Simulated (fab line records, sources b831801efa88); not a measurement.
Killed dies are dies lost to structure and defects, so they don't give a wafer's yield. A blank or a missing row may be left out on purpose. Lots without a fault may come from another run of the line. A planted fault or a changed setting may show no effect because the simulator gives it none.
One fault seen from 2 desks | flow gf180mcu | each desk has only its own numbers; what lay behind them comes last

THE METROLOGY DESK
What the gauges read, lot by lot, whatever tool the lot ran on: means of the sampled wafers that have a number. A lot is out of limits, marked OUT, if its mean lies more than 4 standard deviations from the usual mean; the brackets give that distance.
Columns: A = NSD_RS at GF_PSD_RS_MEAS_14, usual 46.16 ohm/sq; B = PSD_RS at GF_PSD_RS_MEAS_15, usual 108.6 ohm/sq; C = M4_OVL at GF_M4_OVL_MEAS_15, usual -1 nm; D = TOP_METAL_ALCU_RS at GF_TOP_METAL_RS_MEAS_05, usual 0.0328 ohm/sq
lot  | first seen here | A                | B                | C   | D
L841 | day 14 04:14    | 46.22            | 108.7            | -2  | 0.0329
L842 | day 14 13:35    | 46.22            | 108.4            | 5   | 0.0322
L843 | day 14 21:07    | 46.23            | 108.8            | -4  | 0.0327
L845 | day 15 11:08    | 46.03            | 108.4            | -10 | 0.0325
L846 | day 15 17:26    | 46.23            | 108.8            | -1  | 0.0321
L847 | day 16 04:16    | 46.03            | 108.5            | 0   | 0.0333
L848 | day 16 11:10    | 46.26            | 108.9            | 3   | 0.0329
L850 | day 17 04:46    | 46.20            | 108.8            | -2  | 0.0323
L852 | day 17 21:37    | 46.15            | 108.8            | 5   | 0.0325
L853 | day 18 01:23    | 46.13            | 108.8            | -7  | 0.0327
L860 | day 20 19:46    | 45.40 (-7.8) OUT | 106.8 (-5.5) OUT | 4   | 0.0324
L863 | day 22 09:19    | 46.24            | 108.8            | 0   | 0.0327
This desk's finding: out of limits on L860; first on L860, day 20 19:46 (NSD_RS at GF_PSD_RS_MEAS_14). In limits: L841, L842, L843, L845, L846, L847, L848, L850, L852, L853, L863.

THE TOOL OWNER'S DESK: rtp_anneal-02
The tool's own readings at GF_PSD_RTA_13 (time 20 s): means of the sampled wafers that have a number, for each lot that ran on this tool. A lot is out of limits, marked OUT, if its mean lies more than 4 standard deviations from the usual mean; the brackets give that distance.
Columns: A = chamber_o2_ppm at GF_PSD_RTA_13, usual 2.002; B = lamp_power_pct at GF_PSD_RTA_13, usual 30.3 %; C = run_length_s at GF_PSD_RTA_13, usual 48.5 s; D = wafer_temp_C_max at GF_PSD_RTA_13, usual 1032.7
lot  | first seen here | A     | B    | C               | D
L841 | day 14 04:09    | 1.998 | 30.0 | 48.5            | 1033.7
L842 | day 14 13:29    | 2.029 | 30.0 | 48.4            | 1033.8
L843 | day 14 20:57    | 2.005 | 30.0 | 48.4            | 1032.9
L845 | day 15 11:03    | 1.981 | 30.0 | 48.2            | 1034.4
L846 | day 15 17:21    | 2.003 | 30.0 | 48.5            | 1034.0
L847 | day 16 04:10    | 1.987 | 30.0 | 48.4            | 1034.6
L848 | day 16 11:05    | 1.998 | 30.0 | 48.4            | 1034.0
L850 | day 17 04:40    | 2.002 | 30.0 | 48.4            | 1034.0
L852 | day 17 21:32    | 1.995 | 30.0 | 48.4            | 1033.2
L860 | day 20 19:40    | 2.004 | 30.0 | 51.8 (+7.2) OUT | 1032.5
This desk's finding: out of limits on L860; first on L860, day 20 19:40 (run_length_s at GF_PSD_RTA_13). In limits: L841, L842, L843, L845, L846, L847, L848, L850, L852.

PUT TOGETHER
The tool owner's desk could have raised an alarm at day 20 19:40, on L860.
The metrology desk could have raised an alarm at day 20 19:46, on L860.
Of the lots named, all ran GF_PSD_RTA_13 on rtp_anneal-02.

WHAT THE SIMULATOR HAD PUT IN
Process parameter drift: rtp_anneal-02, from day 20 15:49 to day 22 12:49, at GF_PSD_RTA_13. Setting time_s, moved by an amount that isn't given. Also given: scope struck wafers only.
Lots struck among those shown: L860.
Hours from the fault's start to each desk's first reading out of limits: the tool owner's desk, 4; the metrology desk, 4.
